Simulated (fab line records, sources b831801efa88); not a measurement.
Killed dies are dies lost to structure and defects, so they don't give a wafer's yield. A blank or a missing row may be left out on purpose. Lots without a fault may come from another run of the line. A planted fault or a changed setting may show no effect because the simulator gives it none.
fab line records | flow gf180mcu
record lots=5 wafers=15 last_day=33
route steps=602 shown M4@459 V4@476
lots that met no fault: from a run of the same line without faults
start_h: hours from the record's first day to the start of the lot's first wafer shown | wait_h: hours since the lot's step before | " the same as in the row above | L1.1+2: a row that stands for several wafers | - no value, or no start given | * or withheld: withheld | < > ~ a bound
route shown NAME@n: a module of which the file shows steps, and the number in the route of the first | usual: mean/standard deviation of fault-free wafers | same: alike in all rows | chamber/n: place in a boat | sites: the reading at each site | _std_site: their standard deviation | _edge_site: outer sites' mean less inner sites' | radius_mm: how far each site lies from the wafer's centre | mask NAME#n: copy n | behind: the tool/chamber that last shaped the wafer | hold: why the lot was held/for how many hours/how that ended | device: the transistor (n, p or np) that didn't switch | end of line: the same wafers' tests at the end of the route | a step without rows: its recipe alone | killed: dies lost to structure and defects at the first sort, not the wafer's yield | map: a wafer's dies, x killed, . not, _ none there
set.NAME: the setting as run; set.NAME@STEP: as run at that earlier step | model.NAME: the simulator's own value behind a step, which no gauge read
lots at some steps of the route; a table a step, a row a wafer
services: from which hour (start_h, from the record's first day; less than 0 if before it) a tool's chamber was out of use, for how many hours, and why
## steps
# step GF_M4_SPUTTER_03
# recipe material=Ti target_thk_nm=10 substrate_temp_c=300 chamber_pressure_pa=0.3 power_w=3000 time_s=6.7
# usual throttle_valve_pct=29.8/0.71
# columns lot.wafer tool chamber start_h wait_h throttle_valve_pct
L074.2 pvd_sputter-02 - 505.19 0.0 28.8
L074.3 " - " " 29.2
L074.5 " - " " 29.6
L077.1 pvd_sputter-02 - 536.55 0.0 29.2
L077.3 " - " " 28.8
L077.6 " - " " 29.5
L084.1 pvd_sputter-01 - 618.81 0.0 29.0
L084.2 " - " " 29.5
L084.4 " - " " 29.6
L087.3 pvd_sputter-02 - 630.14 0.0 29.2
L087.5 " - " " 29.5
L087.6 " - " " 28.6
L092.2 pvd_sputter-03 - 657.89 0.0 29.5
L092.5 " - " " 29.6
L092.6 " - " " 30.4
# step GF_M4_SPUTTER_04
# recipe material=TiN target_thk_nm=50 power_w=6500 time_s=41.7 chamber_pressure_pa=0.4
# usual throttle_valve_pct=29.9/0.74
# columns lot.wafer tool chamber start_h wait_h throttle_valve_pct
L074.2 pvd_sputter-02 - 505.21 0.0 28.9
L074.3 " - " " 29.4
L074.5 " - " " 29.2
L077.1 pvd_sputter-02 - 536.57 0.0 29.4
L077.3 " - " " 28.8
L077.6 " - " " 29.3
L084.1 pvd_sputter-01 - 618.83 0.0 29.4
L084.2 " - " " 29.7
L084.4 " - " " 29.3
L087.3 pvd_sputter-02 - 630.16 0.0 29.4
L087.5 " - " " 29.3
L087.6 " - " " 28.8
L092.2 pvd_sputter-03 - 657.91 0.0 29.7
L092.5 " - " " 29.4
L092.6 " - " " 30.3
# step GF_M4_RS_MEAS_05
# recipe thk_meas_gauge=four-point-probe reads=TiN_of_M4_SPUTTER_04+Ti_of_M4_SPUTTER_03+AlCu_of_M4_SPUTTER_02+TiN_of_M4_SPUTTER_01+Ti_of_M4_SPUTTER_00
# usual M4_ALCU_RS=0.0697/0.0009
# columns lot.wafer tool chamber start_h wait_h M4_ALCU_RS[ohm/sq]
L074.2 film_metro-03 - 505.27 0.0 0.0681
L074.3 " - " " 0.0684
L074.5 " - " " 0.0683
L077.1 film_metro-01 - 536.61 0.0 0.0678
L077.3 " - " " 0.0685
L077.6 " - " " 0.0688
L084.1 film_metro-01 - 618.87 0.0 0.0708
L084.2 " - " " 0.0694
L084.4 " - " " 0.0703
L087.3 film_metro-02 - 630.24 0.1 0.0693
L087.5 " - " " 0.0702
L087.6 " - " " 0.0691
L092.2 film_metro-02 - 657.97 0.0 0.0704
L092.5 " - " " 0.0705
L092.6 " - " " 0.0692
# step GF_M4_THK_MEAS_06
# recipe thk_meas_gauge=xrf reads=AlCu_of_M4_SPUTTER_02
# usual M4_ALCU_THK=444/5.6
# columns lot.wafer tool chamber start_h wait_h M4_ALCU_THK[nm]
L074.2 film_metro-03 - 505.38 0.1 451
L074.3 " - " " 451
L074.5 " - " " 449
L077.1 film_metro-01 - 536.73 0.1 457
L077.3 " - " " 449
L077.6 " - " " 448
L084.1 film_metro-01 - 618.99 0.1 438
L084.2 " - " " 446
L084.4 " - " " 443
L087.3 film_metro-02 - 630.34 0.1 449
L087.5 " - " " 443
L087.6 " - " " 449
L092.2 film_metro-02 - 658.08 0.1 440
L092.5 " - " " 438
L092.6 " - " " 449
# step GF_M4_DEHYDRATE_07
# recipe temp_c=200 time_s=60
# columns lot.wafer tool chamber start_h wait_h
L074.2+3+5 litho_track-01 0 517.32 11.9
L077.1+3+6 litho_track-01 0 547.74 11.0
L084.1+2+4 litho_track-04 0 627.77 8.8
L087.3+5+6 litho_track-03 0 640.22 9.9
L092.2+5+6 litho_track-03 0 666.75 8.7
# step GF_M4_HMDS_08
# recipe prime_time_s=60 prime_temp_c=120
# same prime_time_s=60
# columns lot.wafer tool chamber start_h wait_h
L074.2+3+5 litho_track-01 0 517.47 0.1
L077.1+3+6 litho_track-01 0 547.89 0.1
L084.1+2+4 litho_track-04 0 627.92 0.1
L087.3+5+6 litho_track-03 0 640.37 0.1
L092.2+5+6 litho_track-03 0 666.90 0.1
# step GF_M4_COAT_09
# recipe resist=KrF spin_rpm=withheld resist_thk_nm=1000
# columns lot.wafer tool chamber start_h wait_h
L074.2+3+5 litho_track-01 0 517.62 0.1
L077.1+3+6 litho_track-01 0 548.04 0.1
L084.1+2+4 litho_track-04 0 628.07 0.1
L087.3+5+6 litho_track-03 0 640.52 0.1
L092.2+5+6 litho_track-03 0 667.05 0.1
# step GF_M4_SOFTBAKE_10
# recipe temp_c=130 time_s=60 resist=KrF
# columns lot.wafer tool chamber start_h wait_h
L074.2+3+5 litho_track-01 0 517.77 0.1
L077.1+3+6 litho_track-01 0 548.19 0.1
L084.1+2+4 litho_track-04 0 628.22 0.1
L087.3+5+6 litho_track-03 0 640.67 0.1
L092.2+5+6 litho_track-03 0 667.20 0.1
# step GF_M4_EXPOSE_11
# recipe mask_id=Metal4 target_cd_nm=280 na=0.68 source_shape=conventional sigma_outer=0.6 dose_mj=28
# usual reticle_temp_C=23.01/0.11
# same sigma_outer=0.6
# columns lot.wafer tool chamber start_h wait_h mask reticle_temp_C
L074.2 krf_scanner-01 0 - - Metal4#0 23.14
L074.3 " 0 " " Metal4#0 23.03
L074.5 " 0 " " Metal4#0 23.10
L077.1 krf_scanner-01 0 - - Metal4#0 23.02
L077.3 " 0 " " Metal4#0 22.99
L077.6 " 0 " " Metal4#0 23.04
L084.1 krf_scanner-01 0 - - Metal4#0 23.29
L084.2 " 0 " " Metal4#0 23.16
L084.4 " 0 " " Metal4#0 23.10
L087.3 krf_scanner-01 0 - - Metal4#0 23.04
L087.5 " 0 " " Metal4#0 23.03
L087.6 " 0 " " Metal4#0 22.98
L092.2 krf_scanner-02 0 - - Metal4#0 22.79
L092.5 " 0 " " Metal4#0 22.89
L092.6 " 0 " " Metal4#0 22.99
# step GF_M4_PEB_12
# recipe peb_temp_c=135 peb_time_s=93.74 resist=KrF
# usual plate_sensor_t_centre_C=136.13/0.0098 plate_sensor_t_edge_C=136.29/0.0096
# columns lot.wafer tool chamber start_h wait_h plate_sensor_t_centre_C plate_sensor_t_edge_C
L074.2 litho_track-04 0 - - 136.12 136.29
L074.3 " 0 " " 136.11 136.28
L074.5 " 0 " " 136.13 136.29
L077.1 litho_track-04 0 - - 136.12 136.28
L077.3 " 0 " " 136.14 136.3
L077.6 " 0 " " 136.13 136.3
L084.1 litho_track-03 0 - - 136.13 136.31
L084.2 " 0 " " 136.12 136.29
L084.4 " 0 " " 136.14 136.28
L087.3 litho_track-01 0 - - 136.14 136.28
L087.5 " 0 " " 136.14 136.3
L087.6 " 0 " " 136.14 136.3
L092.2 litho_track-04 0 - - 136.13 136.3
L092.5 " 0 " " 136.13 136.3
L092.6 " 0 " " 136.13 136.3
# step GF_M4_DEVELOP_13
# recipe develop_time_s=60 dev_temp_c=21
# columns lot.wafer tool chamber start_h wait_h
L074.2+3+5 litho_track-04 0 529.25 0.2
L077.1+3+6 litho_track-04 0 559.52 0.2
L084.1+2+4 litho_track-03 0 638.12 0.2
L087.3+5+6 litho_track-01 0 650.24 0.1
L092.2+5+6 litho_track-04 0 676.15 0.2
# step GF_M4_CD_MEAS_14
# recipe target_cd_nm=280
# usual cd_nm=280.1/1.2
# columns lot.wafer tool chamber start_h wait_h cd_nm
L074.2 cd_sem-01 - 529.39 0.1 279.0
L074.3 " - " " 277.7
L074.5 " - " " 278.2
L077.1 cd_sem-01 - 559.67 0.1 282.9
L077.3 " - " " 281.5
L077.6 " - " " 280.5
L084.1 cd_sem-01 - 638.27 0.1 280.3
L084.2 " - " " 279.7
L084.4 " - " " 280.7
L087.3 cd_sem-02 - 650.38 0.1 280.0
L087.5 " - " " 279.1
L087.6 " - " " 280.0
L092.2 cd_sem-01 - 676.29 0.1 280.3
L092.5 " - " " 280.5
L092.6 " - " " 280.1
# step GF_M4_OVL_MEAS_15
# usual M4_OVL=2/5
# columns lot.wafer tool chamber start_h wait_h M4_OVL[nm]
L074.2 overlay-02 - 529.50 0.1 7
L074.3 " - " " 11
L074.5 " - " " 7
L077.1 overlay-02 - 559.79 0.1 -1
L077.3 " - " " -8
L077.6 " - " " -4
L084.1 overlay-02 - 638.39 0.1 6
L084.2 " - " " -3
L084.4 " - " " 3
L087.3 overlay-01 - 650.47 0.1 2
L087.5 " - " " 6
L087.6 " - " " 4
L092.2 overlay-02 - 676.40 0.1 0
L092.5 " - " " 2
L092.6 " - " " 8
# step GF_M4_METAL_ETCH_16
# recipe chemistry=Cl2/BCl3 mask_material=KrF target_depth_nm=750.8 stop_on=SiO2 pressure_mtorr=8 icp_w=800 bias_w=140 Cl2_flow_sccm=80 bcl3_flow_sccm=40 time_s=125.1
# usual chamber_pressure_mTorr=8.000/0.0077 drypump_motor_current_A=5.5/0.43 mfc_cl2_sccm=79.99/0.23 oes_product_au=0.993/0.005 throttle_valve_pct=28.226/0.0094
# columns lot.wafer tool chamber start_h wait_h chamber_pressure_mTorr drypump_motor_current_A mfc_cl2_sccm oes_product_au rf_hours_counter_h throttle_valve_pct
L074.2 rie_metal-04 0 529.53 0.0 8.009 4.9 80.27 0.986 9 28.227
L074.3 " 0 " " 8.009 4.9 80.17 0.995 - 28.224
L074.5 " 1 " " 8.007 5.9 79.85 0.999 - 28.235
L077.1 rie_metal-01 0 559.83 0.0 7.983 5.0 79.76 0.990 6 28.227
L077.3 " 1 " " 7.996 5.6 79.78 0.999 - 28.221
L077.6 " 0 " " 7.998 4.9 80.14 0.995 - 28.208
L084.1 rie_metal-04 1 638.43 0.0 8.004 5.9 79.77 0.980 10 28.246
L084.2 " 0 " " 8.001 4.9 80.10 0.997 13 28.244
L084.4 " 0 " " 7.994 4.9 80.17 0.992 - 28.240
L087.3 rie_metal-04 0 650.54 0.1 8.004 4.9 79.83 0.991 - 28.232
L087.5 " 0 " " 8.000 4.9 79.94 0.985 - 28.231
L087.6 " 1 " " 7.991 5.9 80.04 0.988 - 28.233
L092.2 rie_metal-02 0 676.43 0.0 8.011 6.0 79.72 0.992 3 28.225
L092.5 " 0 " " 7.999 6.0 80.09 0.992 - 28.227
L092.6 " 1 " " 7.985 5.5 80.10 0.988 - 28.232
# step GF_M4_STRIP_17
# recipe chemistry=O2/N2 power_w=1400 pressure_mtorr=1500 platen_temp_c=250 o2_flow_sccm=3000 n2_flow_sccm=300 overash_fraction=0.5
# usual chamber_pressure_mTorr=1500.1/1.3 drypump_motor_current_A=6.1/0.38 heater_power_w=326/39 oes_product_au=0.536/0.0044 strip_time_to_endpoint_s=7.35/0.042
# same overash_fraction=0.5
# columns lot.wafer tool chamber start_h wait_h chamber_pressure_mTorr drypump_motor_current_A heater_power_w oes_product_au rf_hours_counter_h strip_time_to_endpoint_s
L074.2 plasma_asher-04 1 529.66 0.1 1500.6 6.0 292 0.534 75 7.37
L074.3 " 0 " " 1500.5 6.0 282 0.544 - 7.35
L074.5 " 1 " " 1501.4 6.0 303 0.537 - 7.33
L077.1 plasma_asher-03 1 559.96 0.1 1499.7 6.6 379 0.534 46 7.33
L077.3 " 0 " " 1500.3 5.6 306 0.537 - 7.35
L077.6 " 1 " " 1500.3 6.6 387 0.535 - 7.28
L084.1 plasma_asher-04 1 638.56 0.1 1500.4 6.0 292 0.539 84 7.40
L084.2 " 0 " " 1500.1 6.0 292 0.542 84 7.35
L084.4 " 1 " " 1498.1 6.0 291 0.531 - 7.32
L087.3 plasma_asher-04 0 650.66 0.1 1498.6 5.9 295 0.543 - 7.38
L087.5 " 0 " " 1499.0 6.0 285 0.537 - 7.39
L087.6 " 1 " " 1498.4 6.0 295 0.530 - 7.40
L092.2 plasma_asher-04 0 676.56 0.1 1500.8 6.0 295 0.535 88 7.35
L092.5 " 0 " " 1499.7 6.0 292 0.541 - 7.33
L092.6 " 1 " " 1501.6 6.0 300 0.536 - 7.32
# step GF_M4_STRIP_18
# recipe chemistry=post_etch_residue_remover time_s=1200 temp_c=72.5
# columns lot.wafer tool chamber start_h wait_h
L074.2+3+5 wet_bench-02 1 529.76 0.1
L077.1+3+6 wet_bench-02 1 560.06 0.1
L084.1+2+4 wet_bench-04 3 638.66 0.1
L087.3+5+6 wet_bench-01 2 650.73 0.0
L092.2+5+6 wet_bench-02 2 676.66 0.1
# step GF_M4_CLEAN_19
# recipe chemistry=DIW dry=n2_spin
# columns lot.wafer tool chamber start_h wait_h
L074.2+3+5 wet_bench-04 1 530.10 0.0
L077.1+3+6 wet_bench-01 1 560.40 0.0
L084.1+2+4 wet_bench-02 0 639.03 0.0
L087.3+5+6 wet_bench-02 0 651.07 0.0
L092.2+5+6 wet_bench-04 1 677.03 0.0
# step GF_V4_CVD_00
# recipe material=SiO2 target_thk_nm=600 sigma_open_frac=0.3 temp_c=400 time_s=100 sih4_flow_sccm=60 pressure_mtorr=6
# columns lot.wafer tool chamber start_h wait_h
L074.2+3+5 hdpcvd-01 1,0,1 530.21 0.0
L077.1+3+6 hdpcvd-01 0,2,1 560.50 0.0
L084.1+2+4 hdpcvd-02 0,1,2 639.12 0.0
L087.3+5+6 hdpcvd-02 1,1,0 651.16 0.0
L092.2+5+6 hdpcvd-02 0,2,1 677.12 0.0
# step GF_V4_THK_MEAS_01
# recipe reads=SiO2_of_V4_CVD_00
# usual V4_CVD_00_THK=603/5.6
# columns lot.wafer tool chamber start_h wait_h V4_CVD_00_THK[nm]
L074.2 film_metro-03 - 530.29 0.0 606
L074.3 " - " " 605
L074.5 " - " " 611
L077.1 film_metro-04 - 560.57 0.0 597
L077.3 " - " " 598
L077.6 " - " " 590
L084.1 film_metro-03 - 639.20 0.0 599
L084.2 " - " " 598
L084.4 " - " " 608
L087.3 film_metro-01 - 651.25 0.1 605
L087.5 " - " " 611
L087.6 " - " " 601
L092.2 film_metro-03 - 677.20 0.0 591
L092.5 " - " " 606
L092.6 " - " " 598
# step GF_V4_CVD_02
# recipe material=SiO2 target_thk_nm=850 precursor=TEOS temp_c=400 time_s=94.851 rf_w=600
# usual heater_power_w=657/120
# columns lot.wafer tool chamber start_h wait_h heater_power_w
L074.2 pecvd-03 1 530.34 0.0 634
L074.3 " 0 " " 549
L074.5 " 1 " " 522
L077.1 pecvd-01 2 560.63 0.1 593
L077.3 " 0 " " 640
L077.6 " 1 " " 446
L084.1 pecvd-02 0 639.26 0.1 745
L084.2 " 1 " " 597
L084.4 " 0 " " 766
L087.3 pecvd-03 1 651.29 0.0 629
L087.5 " 0 " " 589
L087.6 " 2 " " 951
L092.2 pecvd-03 1 677.25 0.0 575
L092.5 " 1 " " 620
L092.6 " 2 " " 877
# step GF_V4_THK_MEAS_03
# recipe reads=SiO2_of_V4_CVD_02
# usual V4_CVD_02_THK=848/11
# columns lot.wafer tool chamber start_h wait_h V4_CVD_02_THK[nm]
L074.2 film_metro-04 - 530.42 0.0 867
L074.3 " - " " 836
L074.5 " - " " 876
L077.1 film_metro-03 - 560.70 0.0 847
L077.3 " - " " 865
L077.6 " - " " 870
L084.1 film_metro-01 - 639.32 0.0 834
L084.2 " - " " 841
L084.4 " - " " 841
L087.3 film_metro-03 - 651.38 0.1 845
L087.5 " - " " 863
L087.6 " - " " 857
L092.2 film_metro-01 - 677.33 0.0 849
L092.5 " - " " 845
L092.6 " - " " 853
# step GF_V4_CMP_04
# recipe material=SiO2 down_force_psi=4 platen_rpm=60 pad_velocity_m_s=0.94248
# usual motor_current_A=13.0/1.3 retaining_ring_pressure_frac=1.000/0.0051 time_to_endpoint_s=77/6.3
# columns lot.wafer tool chamber start_h wait_h motor_current_A retaining_ring_pressure_frac time_to_endpoint_s
L074.2 cmp-01 3 530.47 0.0 13.7 1.000 92
L074.3 " 2 " " 14.2 0.995 78
L074.5 " 3 " " 13.6 1.001 98
L077.3 cmp-02 0 560.81 0.1 12.6 1.006 83
L077.1 " 2 " " 13.1 1.003 82
L077.6 " 3 " " 14.4 0.998 80
L084.1 cmp-02 0 639.38 0.1 12.3 1.000 71
L084.4 " 1 " " 11.6 0.999 74
L084.2 " 3 " " 14.9 1.012 73
L087.3 cmp-01 0 651.77 0.4 11.0 1.003 86
L087.5 " 1 " " 13.3 0.994 84
L087.6 " 2 " " 14.1 0.992 86
L092.2 cmp-01 1 677.48 0.1 13.8 0.998 79
L092.5 " 3 " " 13.4 0.994 81
L092.6 " 0 " " 10.9 1.001 90
# step GF_V4_BOW_MEAS_05
# recipe mode=bow
# usual V4_BOW=135/8.3
# columns lot.wafer tool chamber start_h wait_h V4_BOW[um]
L074.2 film_metro-01 - 530.79 0.3 140
L074.3 " - " " 139
L074.5 " - " " 148
L077.1 film_metro-03 - 561.06 0.1 140
L077.3 " - " " 132
L077.6 " - " " 146
L084.1 film_metro-03 - 639.68 0.2 142
L084.2 " - " " 144
L084.4 " - " " 138
L087.3 film_metro-03 - 651.96 0.1 130
L087.5 " - " " 142
L087.6 " - " " 133
L092.2 film_metro-01 - 677.70 0.2 140
L092.5 " - " " 125
L092.6 " - " " 137
# step GF_V4_DEHYDRATE_06
# recipe temp_c=200 time_s=60
# columns lot.wafer tool chamber start_h wait_h
L074.2+3+5 litho_track-02 0 541.47 10.7
L077.1+3+6 litho_track-04 0 571.27 10.2
L084.1+2+4 litho_track-01 0 648.94 9.2
L087.3+5+6 litho_track-04 0 661.12 9.1
L092.2+5+6 litho_track-02 0 686.32 8.6
# step GF_V4_HMDS_07
# recipe prime_time_s=60 prime_temp_c=120
# same prime_time_s=60
# columns lot.wafer tool chamber start_h wait_h
L074.2+3+5 litho_track-02 0 541.62 0.1
L077.1+3+6 litho_track-04 0 571.42 0.1
L084.1+2+4 litho_track-01 0 649.09 0.1
L087.3+5+6 litho_track-04 0 661.27 0.1
L092.2+5+6 litho_track-02 0 686.47 0.1
# step GF_V4_COAT_08
# recipe resist=BARC temp_c=withheld time_s=withheld spin_rpm=withheld resist_thk_nm=withheld
# columns lot.wafer tool chamber start_h wait_h
L074.2+3+5 litho_track-02 0 541.77 0.1
L077.1+3+6 litho_track-04 0 571.57 0.1
L084.1+2+4 litho_track-01 0 649.24 0.1
L087.3+5+6 litho_track-04 0 661.42 0.1
L092.2+5+6 litho_track-02 0 686.62 0.1
# step GF_V4_COAT_09
# recipe resist=KrF spin_rpm=withheld resist_thk_nm=1000
# columns lot.wafer tool chamber start_h wait_h
L074.2+3+5 litho_track-02 0 - -
L077.1+3+6 litho_track-04 0 - -
L084.1+2+4 litho_track-01 0 - -
L087.3+5+6 litho_track-04 0 - -
L092.2+5+6 litho_track-02 0 - -
# step GF_V4_SOFTBAKE_10
# recipe temp_c=130 time_s=60 resist=KrF
# columns lot.wafer tool chamber start_h wait_h
L074.2+3+5 litho_track-02 0 - -
L077.1+3+6 litho_track-04 0 - -
L084.1+2+4 litho_track-01 0 - -
L087.3+5+6 litho_track-04 0 - -
L092.2+5+6 litho_track-02 0 - -
# step GF_V4_EXPOSE_11
# recipe mask_id=Via4 target_cd_nm=260 na=0.68 source_shape=conventional sigma_outer=0.6 dose_mj=38.61
# usual reticle_temp_C=23.00/0.094
# same sigma_outer=0.6
# columns lot.wafer tool chamber start_h wait_h mask reticle_temp_C
L074.2 krf_scanner-02 0 - - Via4#0 22.97
L074.3 " 0 " " Via4#0 22.97
L074.5 " 0 " " Via4#0 22.88
L077.1 krf_scanner-01 0 - - Via4#0 23.12
L077.3 " 0 " " Via4#0 23.01
L077.6 " 0 " " Via4#0 22.79
L084.1 krf_scanner-01 0 - - Via4#0 22.92
L084.2 " 0 " " Via4#0 23.16
L084.4 " 0 " " Via4#0 23.07
L087.3 krf_scanner-01 0 - - Via4#0 23.00
L087.5 " 0 " " Via4#0 22.82
L087.6 " 0 " " Via4#0 23.15
L092.2 krf_scanner-02 0 - - Via4#0 23.06
L092.5 " 0 " " Via4#0 22.96
L092.6 " 0 " " Via4#0 23.04
# step GF_V4_PEB_12
# recipe peb_temp_c=135 peb_time_s=90 resist=KrF
# columns lot.wafer tool chamber start_h wait_h
L074.2+3+5 litho_track-04 0 - -
L077.1+3+6 litho_track-04 0 - -
L084.1+2+4 litho_track-04 0 - -
L087.3+5+6 litho_track-04 0 - -
L092.2+5+6 litho_track-02 0 - -
# step GF_V4_DEVELOP_13
# recipe develop_time_s=60 resist=KrF dev_temp_c=21
# columns lot.wafer tool chamber start_h wait_h
L074.2+3+5 litho_track-04 0 552.95 0.2
L077.1+3+6 litho_track-04 0 582.82 0.2
L084.1+2+4 litho_track-04 0 659.42 0.2
L087.3+5+6 litho_track-04 0 670.52 0.1
L092.2+5+6 litho_track-02 0 696.17 0.2
# step GF_V4_CD_MEAS_14
# recipe target_cd_nm=260
# usual cd_nm=259.8/1.2
# columns lot.wafer tool chamber start_h wait_h cd_nm
L074.2 cd_sem-02 - 553.09 0.1 256.9
L074.3 " - " " 256.4
L074.5 " - " " 257.0
L077.1 cd_sem-01 - 582.97 0.1 260.8
L077.3 " - " " 260.4
L077.6 " - " " 259.7
L084.1 cd_sem-02 - 659.57 0.1 261.3
L084.2 " - " " 261.7
L084.4 " - " " 261.5
L087.3 cd_sem-01 - 670.66 0.1 260.0
L087.5 " - " " 260.3
L087.6 " - " " 260.2
L092.2 cd_sem-02 - 696.31 0.1 260.4
L092.5 " - " " 259.6
L092.6 " - " " 258.9
# step GF_V4_OVL_MEAS_15
# usual V4_OVL=2/6.8
# columns lot.wafer tool chamber start_h wait_h V4_OVL[nm]
L074.2 overlay-02 - 553.20 0.1 1
L074.3 " - " " 0
L074.5 " - " " -1
L077.1 overlay-02 - 583.09 0.1 -1
L077.3 " - " " -8
L077.6 " - " " -2
L084.1 overlay-02 - 659.69 0.1 5
L084.2 " - " " 3
L084.4 " - " " 4
L087.3 overlay-01 - 670.75 0.1 8
L087.5 " - " " 11
L087.6 " - " " 10
L092.2 overlay-01 - 696.42 0.1 3
L092.5 " - " " -5
L092.6 " - " " 4
# step GF_V4_ETCH_16
# recipe chemistry=N2/H2 target_depth_a=withheld overetch_a=withheld time_s=withheld target=BARC ion_energy_ev=200 source_w=500 bias_w=100 pressure_mtorr=30 n2_flow_sccm=100 h2_flow_sccm=200
# usual chamber_pressure_mTorr=29.998/0.029 drypump_motor_current_A=5.7/0.45 oes_product_au=0.854/0.0043 throttle_valve_pct=13.223/0.009
# columns lot.wafer tool chamber start_h wait_h chamber_pressure_mTorr drypump_motor_current_A oes_product_au throttle_valve_pct
L074.2 rie_diel-01 1 553.23 0.0 29.991 5.8 0.846 13.233
L074.3 " 0 " " 29.972 4.9 0.856 13.222
L074.5 " 2 " " 30.012 5.5 0.855 13.222
L077.1 rie_diel-01 1 583.13 0.0 30.051 5.8 0.853 13.233
L077.3 " 2 " " 29.991 5.5 0.860 13.235
L077.6 " 2 " " 29.935 5.5 0.860 13.226
L084.1 rie_diel-02 0 659.73 0.0 30.013 6.3 0.852 13.226
L084.2 " 3 " " 30.019 5.3 0.852 13.233
L084.4 " 2 " " 30.022 6.1 0.854 13.211
L087.3 rie_diel-03 1 670.78 0.0 30.024 5.1 0.851 13.219
L087.5 " 1 " " 29.963 5.1 0.853 13.213
L087.6 " 0 " " 30.049 5.8 0.857 13.243
L092.2 rie_diel-02 1 696.45 0.0 29.981 5.9 0.852 13.224
L092.5 " 3 " " 29.974 5.3 0.851 13.227
L092.6 " 0 " " 29.992 6.3 0.854 13.233
# step GF_V4_ETCH_17
# recipe chemistry=C4F8/O2/Ar mask_material=KrF target=SiO2 stop_on=TiN source_w=1500 bias_w=1200 pressure_mtorr=40 c4f8_flow_sccm=withheld O2_flow_sccm=6 Ar_flow_sccm=300 time_s=withheld target_depth_a=6300
# usual chamber_pressure_mTorr=40.01/0.039 oes_product_au=0.856/0.0045
# columns lot.wafer tool chamber start_h wait_h chamber_pressure_mTorr oes_product_au
L074.2 rie_diel-01 1 - - 40.03 0.859
L074.3 " 0 " " 40.02 0.856
L074.5 " 2 " " 40.01 0.850
L077.1 rie_diel-01 1 - - 40.01 0.862
L077.3 " 2 " " 40.01 0.855
L077.6 " 2 " " 39.97 0.858
L084.1 rie_diel-02 0 - - 40.01 0.861
L084.2 " 3 " " 39.94 0.856
L084.4 " 2 " " 39.98 0.854
L087.3 rie_diel-03 1 - - 40.01 0.851
L087.5 " 1 " " 40.04 0.860
L087.6 " 0 " " 40.00 0.860
L092.2 rie_diel-02 1 - - 39.98 0.861
L092.5 " 3 " " 39.93 0.855
L092.6 " 0 " " 39.96 0.850
# step GF_V4_STRIP_18
# recipe chemistry=O2/N2 power_w=1400 pressure_mtorr=1500 platen_temp_c=250 o2_flow_sccm=3000 n2_flow_sccm=300 overash_fraction=0.5
# usual chamber_pressure_mTorr=1500.0/1.5 drypump_motor_current_A=6.1/0.49 heater_power_w=345/31 oes_product_au=0.592/0.005
# same overash_fraction=0.5
# columns lot.wafer tool chamber start_h wait_h chamber_pressure_mTorr drypump_motor_current_A heater_power_w oes_product_au rf_hours_counter_h
L074.2 plasma_asher-03 1 553.36 - 1501.2 6.6 376 0.586 45
L074.3 " 1 " " 1500.3 6.6 381 0.587 -
L074.5 " 1 " " 1500.4 6.6 384 0.582 -
L077.1 plasma_asher-02 1 583.26 - 1501.0 6.3 346 0.590 95
L077.3 " 0 " " 1497.6 5.4 341 0.596 -
L077.6 " 0 " " 1499.7 5.4 338 0.586 -
L084.1 plasma_asher-03 1 659.86 - 1500.0 6.6 368 0.595 57
L084.2 " 0 " " 1500.9 5.6 294 0.597 57
L084.4 " 1 " " 1499.8 6.6 385 0.592 -
L087.3 plasma_asher-01 0 670.94 - 1501.0 6.6 319 0.591 -
L087.5 " 1 " " 1498.8 6.3 373 0.590 -
L087.6 " 0 " " 1498.3 6.6 322 0.586 -
L092.2 plasma_asher-02 1 696.58 - 1500.8 6.3 339 0.583 107
L092.5 " 1 " " 1494.6 6.3 337 0.596 -
L092.6 " 0 " " 1500.0 5.3 340 0.588 -
# step GF_V4_STRIP_19
# recipe chemistry=post_etch_residue_remover time_s=1200 temp_c=72.5
# columns lot.wafer tool chamber start_h wait_h
L074.2+3+5 wet_bench-04 1 553.46 0.1
L077.1+3+6 wet_bench-04 3 583.36 0.1
L084.1+2+4 wet_bench-04 0 659.96 0.1
L087.3+5+6 wet_bench-04 3 671.01 0.0
L092.2+5+6 wet_bench-04 2 696.68 0.1
# step GF_V4_CLEAN_20
# recipe chemistry=DIW dry=n2_spin
# columns lot.wafer tool chamber start_h wait_h
L074.2+3+5 wet_bench-03 0 553.80 0.0
L077.1+3+6 wet_bench-03 1 583.70 0.0
L084.1+2+4 wet_bench-02 0 660.30 0.0
L087.3+5+6 wet_bench-02 2 671.35 0.0
L092.2+5+6 wet_bench-04 1 697.02 0.0
# step GF_V4_SPUTTER_21
# recipe material=Ti target_thk_nm=15 chamber_pressure_pa=5 power_w=2500 substrate_temp_c=200 time_s=80.02
# usual throttle_valve_pct=30.0/0.85
# columns lot.wafer tool chamber start_h wait_h throttle_valve_pct
L074.2 pvd_sputter-03 - 553.90 0.0 30.3
L074.3 " - " " 29.5
L074.5 " - " " 29.9
L077.1 pvd_sputter-03 - 583.79 0.0 30.0
L077.3 " - " " 30.2
L077.6 " - " " 30.3
L084.1 pvd_sputter-04 - 660.40 0.0 30.8
L084.2 " - " " 30.8
L084.4 " - " " 31.1
L087.3 pvd_sputter-02 - 671.45 0.0 29.8
L087.5 " - " " 29.9
L087.6 " - " " 29.3
L092.2 pvd_sputter-04 - 697.11 0.0 30.9
L092.5 " - " " 30.7
L092.6 " - " " 31.1
## services
# columns tool chamber start_h hours kind
pvd_sputter-03 - 483.07 3.2 repair
rie_diel-01 3 498.17 6.0 repair
rie_diel-02 2 506.52 4.4 repair
krf_scanner-02 - 512.48 1.0 pm
rie_diel-02 - 514.65 2.8 pm
pvd_sputter-02 - 521.81 5.0 repair
pecvd-03 - 526.49 2.8 pm
krf_scanner-01 - 530.57 0.1 repair
rie_diel-01 2 533.42 4.3 repair
plasma_asher-04 - 547.87 14.6 pm
krf_scanner-01 - 550.64 0.8 pm
rie_diel-01 3 551.10 6.7 repair
krf_scanner-01 - 556.76 1.0 pm
krf_scanner-01 - 562.37 1.3 pm
krf_scanner-01 - 579.24 0.6 repair
pvd_sputter-02 - 580.21 3.0 repair
rie_diel-02 2 584.24 8.5 repair
pvd_sputter-02 - 597.04 2.7 repair
pvd_sputter-03 - 617.45 0.5 repair
krf_scanner-01 - 636.79 2.4 repair
rie_diel-01 3 640.46 5.0 repair
krf_scanner-01 - 643.57 1.9 repair
rie_diel-01 3 649.36 2.7 repair
wet_bench-04 - 682.20 1.6 repair
## key
fault none
